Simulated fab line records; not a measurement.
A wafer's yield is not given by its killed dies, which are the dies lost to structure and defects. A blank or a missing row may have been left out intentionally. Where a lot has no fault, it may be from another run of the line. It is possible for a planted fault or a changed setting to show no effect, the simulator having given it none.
Matching of chambers -- flow gf180mcu -- 4 sister chambers for GF_STI_CMP_25 on cmp-01
The step polishes, stops on Si3N4, t overpolish 33 s, target thk 524.6 nm. 14 wafers are shown with their chamber, then 7 later ones without.

## EACH WAFER AND ITS CHAMBER
wafer,chamber,motor_current_A (A),overpolish_run_s (s),time_to_endpoint_s (s)
L841.1,1,10.8,33.008,122
L841.2,2,11.5,33.007,126
L841.3,0,13.6,33.020,126
L849.1,0,13.6,33.000,131
L849.5,2,12.2,32.996,132
L849.6,3,13.2,33.002,131
L853.2,2,12.1,33.016,126
L853.3,1,10.8,33.010,131
L853.6,0,13.1,33.005,125
L854.1,1,10.5,33.010,133
L854.3,0,13.8,33.002,124
L854.6,3,13.1,33.001,126
L857.1,3,13.2,32.998,129
L857.5,1,11.0,33.000,127

SIGNATURES, as means of the wafers listed above
reading,chamber 0,chamber 1,chamber 2,chamber 3,scatter within a chamber
motor_current_A,13.525,10.775,11.933,13.167,0.262
overpolish_run_s,33.00675,33.00700,33.00633,33.00033,0.00724
time_to_endpoint_s,126.50,128.25,128.00,128.67,3.69
Rule: distance of a wafer from a chamber = root of the sum over the readings of ((wafer's reading minus chamber's mean) / reading's scatter) squared. The wafer belongs to the nearest chamber; if the next one is less than 2 further off, it can't be placed. The scatter: the root of (the sum of the squares of (reading less its chamber's mean) over the shown wafers, divided by (wafers less chambers)).

## WAFERS WITHOUT THEIR CHAMBER
wafer,motor_current_A (A),overpolish_run_s (s),time_to_endpoint_s (s)
L857.6,13.4,32.996,128
L858.3,12.9,33.007,131
L858.5,13.9,32.991,126
L858.6,13.4,32.995,131
L859.2,13.1,33.004,128
L859.4,10.8,32.998,125
L859.5,11.2,33.000,128

## EACH ONE'S CHAMBER
wafer,from the rows above,in truth
L857.6,can't be placed: 3 or 0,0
L858.3,can't be placed: 3 or 0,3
L858.5,can't be placed: 0 or 3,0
L858.6,can't be placed: 3 or 0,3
L859.2,can't be placed: 3 or 0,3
L859.4,1,1
L859.5,can't be placed: 1 or 2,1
Correctly placed: 1 of 7. These rows do not allow placing 6 (true chamber among the candidates in 6). Wrongly placed: 0.
